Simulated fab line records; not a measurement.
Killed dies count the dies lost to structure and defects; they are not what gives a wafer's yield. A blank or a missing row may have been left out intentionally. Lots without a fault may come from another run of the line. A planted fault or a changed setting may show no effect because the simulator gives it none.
Which tool did it? / flow sky130 / 13 lots, 39 wafers sampled, at 2 steps of a route of 708

## WHAT THE GAUGES READ, wafer by wafer
The record holds no reading of a measuring or inspecting step that can be judged against a usual standard deviation.

## WHAT TOOL EACH LOT RAN ON (gives the tool, then ch and the chambers of the sampled wafers, and finally the start)
lot=L115; SKY_PAD_OPEN_STRIP_09=wetBench-03 ch 0, day 45 15:36; SKY_PAD_OPEN_PROBE_99=-
lot=L116; SKY_PAD_OPEN_STRIP_09=wetBench-01 ch 3, day 46 03:59; SKY_PAD_OPEN_PROBE_99=-
lot=L118; SKY_PAD_OPEN_STRIP_09=wetBench-02 ch 0, day 46 12:56; SKY_PAD_OPEN_PROBE_99=-
lot=L119; SKY_PAD_OPEN_STRIP_09=wetBench-03 ch 2, day 46 13:56; SKY_PAD_OPEN_PROBE_99=-
lot=L120; SKY_PAD_OPEN_STRIP_09=wetBench-02 ch 1, day 47 04:38; SKY_PAD_OPEN_PROBE_99=prober-01, day 47 06:50
lot=L126; SKY_PAD_OPEN_STRIP_09=wetBench-03 ch 0, day 48 10:19; SKY_PAD_OPEN_PROBE_99=-
lot=L128; SKY_PAD_OPEN_STRIP_09=wetBench-03 ch 3, day 48 21:34; SKY_PAD_OPEN_PROBE_99=-
lot=L131; SKY_PAD_OPEN_STRIP_09=wetBench-02 ch 3, day 49 14:31; SKY_PAD_OPEN_PROBE_99=-
lot=L132; SKY_PAD_OPEN_STRIP_09=wetBench-02 ch 3, day 49 19:24; SKY_PAD_OPEN_PROBE_99=prober-01, day 49 21:47
lot=L134; SKY_PAD_OPEN_STRIP_09=wetBench-01 ch 2, day 50 02:29; SKY_PAD_OPEN_PROBE_99=-
lot=L135; SKY_PAD_OPEN_STRIP_09=wetBench-01 ch 1, day 50 08:38; SKY_PAD_OPEN_PROBE_99=-
lot=L136; SKY_PAD_OPEN_STRIP_09=wetBench-02 ch 3, day 50 13:31; SKY_PAD_OPEN_PROBE_99=-
lot=L137; SKY_PAD_OPEN_STRIP_09=wetBench-02 ch 3, day 50 17:29; SKY_PAD_OPEN_PROBE_99=-
- SKY_PAD_OPEN_STRIP_09: strips in post etch residue remover, time 1200 s.
- SKY_PAD_OPEN_PROBE_99

## AS READ BY THE TOOLS THEMSELVES (means over the sampled wafers that have a number; for cases with no such wafer, the mark the record gives instead)
SKY_PAD_OPEN_STRIP_09. Usual: bathGuardTempC 72.5 C, standard deviation 0.51; runLengthS 1230 s, standard deviation 3.8.
lot=L115; tool=wetBench-03; bathGuardTempC (C)=72.8; runLengthS (s)=1227; flag=
lot=L116; tool=wetBench-01; bathGuardTempC (C)=72.3; runLengthS (s)=1233; flag=
lot=L118; tool=wetBench-02; bathGuardTempC (C)=72.8; runLengthS (s)=1225; flag=
lot=L119; tool=wetBench-03; bathGuardTempC (C)=73.1; runLengthS (s)=1226; flag=
lot=L120; tool=wetBench-02; bathGuardTempC (C)=71.9; runLengthS (s)=1234; flag=
lot=L126; tool=wetBench-03; bathGuardTempC (C)=72.4; runLengthS (s)=1234; flag=
lot=L128; tool=wetBench-03; bathGuardTempC (C)=72.4; runLengthS (s)=1080; flag=OFF
lot=L131; tool=wetBench-02; bathGuardTempC (C)=73.0; runLengthS (s)=1234; flag=
lot=L132; tool=wetBench-02; bathGuardTempC (C)=72.9; runLengthS (s)=1234; flag=
lot=L134; tool=wetBench-01; bathGuardTempC (C)=72.5; runLengthS (s)=1225; flag=
lot=L135; tool=wetBench-01; bathGuardTempC (C)=73.0; runLengthS (s)=1227; flag=
lot=L136; tool=wetBench-02; bathGuardTempC (C)=73.0; runLengthS (s)=1234; flag=
lot=L137; tool=wetBench-02; bathGuardTempC (C)=73.3; runLengthS (s)=1234; flag=

SKY_PAD_OPEN_PROBE_99. Usual: defectLimitedYield 82.8 %, standard deviation 2; killed_at_M0_to_M3 42, standard deviation 7.3; killed_at_M4_up 3.2, standard deviation 1.8; killedAtContacts 25, standard deviation 5.2; killedAtFrontEnd 15, standard deviation 4.6; killedAtOther 0.3, standard deviation 0.62; killedDies 85, standard deviation 9.9; killedOpen 46, standard deviation 7.1; killedShort 38, standard deviation 5.7; sort_bin_3_pad_short 0.9 %, standard deviation 0.42; sort_bin_5_function 10.0 %, standard deviation 1.5; sort_bin_6_memory 6.3 %, standard deviation 1.2; sortNPass 407, standard deviation 9.9; sortYieldPct 82.8 %, standard deviation 2.
lot=L120; tool=prober-01; defectLimitedYield (%)=81.6; killed_at_M0_to_M3=45; killed_at_M4_up=3.3; killedAtContacts=27; killedAtFrontEnd=16; killedAtOther=0.0; killedDies=91; killedOpen=45; killedShort=45; sort_bin_3_pad_short (%)=1.2; sort_bin_5_function (%)=10.0; sort_bin_6_memory (%)=7.2; sortNPass=401; sortYieldPct (%)=81.6; flag=
lot=L132; tool=prober-01; defectLimitedYield (%)=81.5; killed_at_M0_to_M3=43; killed_at_M4_up=5.7; killedAtContacts=28; killedAtFrontEnd=15; killedAtOther=0.0; killedDies=91; killedOpen=49; killedShort=42; sort_bin_3_pad_short (%)=1.1; sort_bin_5_function (%)=10.0; sort_bin_6_memory (%)=7.4; sortNPass=401; sortYieldPct (%)=81.5; flag=

## THE ANSWER, worked out from the rows above alone
Rule: take the mean of a lot's wafers that have a number; if it is more than 3 standard deviations from the usual mean, the lot is off. Also off: a lot with no number at a reading for which 4 or more lots have one. Where the step has rows for the other lots, those lots are counted as sound. After the gauges, taken in route order, come the tools' own readings; for these a lot's mean is taken, as printed above. The first step at which some lot is off is used, and at that step the reading that is off furthest; a lot without a number counts as furthest.
Off: L128 (SKY_PAD_OPEN_STRIP_09, runLengthS).
If a tool, at that step or one of the process steps before it, ran each lot that is off and ran no sound lot following the first of them, it fits. One candidate fits, namely wetBench-03 at SKY_PAD_OPEN_STRIP_09. A fault onset in the window from L126 (day 48 10:19, its last sound lot) to L128 (day 48 21:34, its first lot off) fits.
The tool's own readings at SKY_PAD_OPEN_STRIP_09 bear it out: on the lots that are off they differ by more than 5 times the standard deviation of the sound lots' means. runLengthS reads 1080 s there against 1231 s on the sound lots.

## WHAT HAD BEEN PUT IN BY THE SIMULATOR
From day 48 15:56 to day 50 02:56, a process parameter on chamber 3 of wetBench-03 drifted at SKY_PAD_OPEN_STRIP_09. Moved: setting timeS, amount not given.
Struck lots among those shown: L128. The same result came from the rule above.
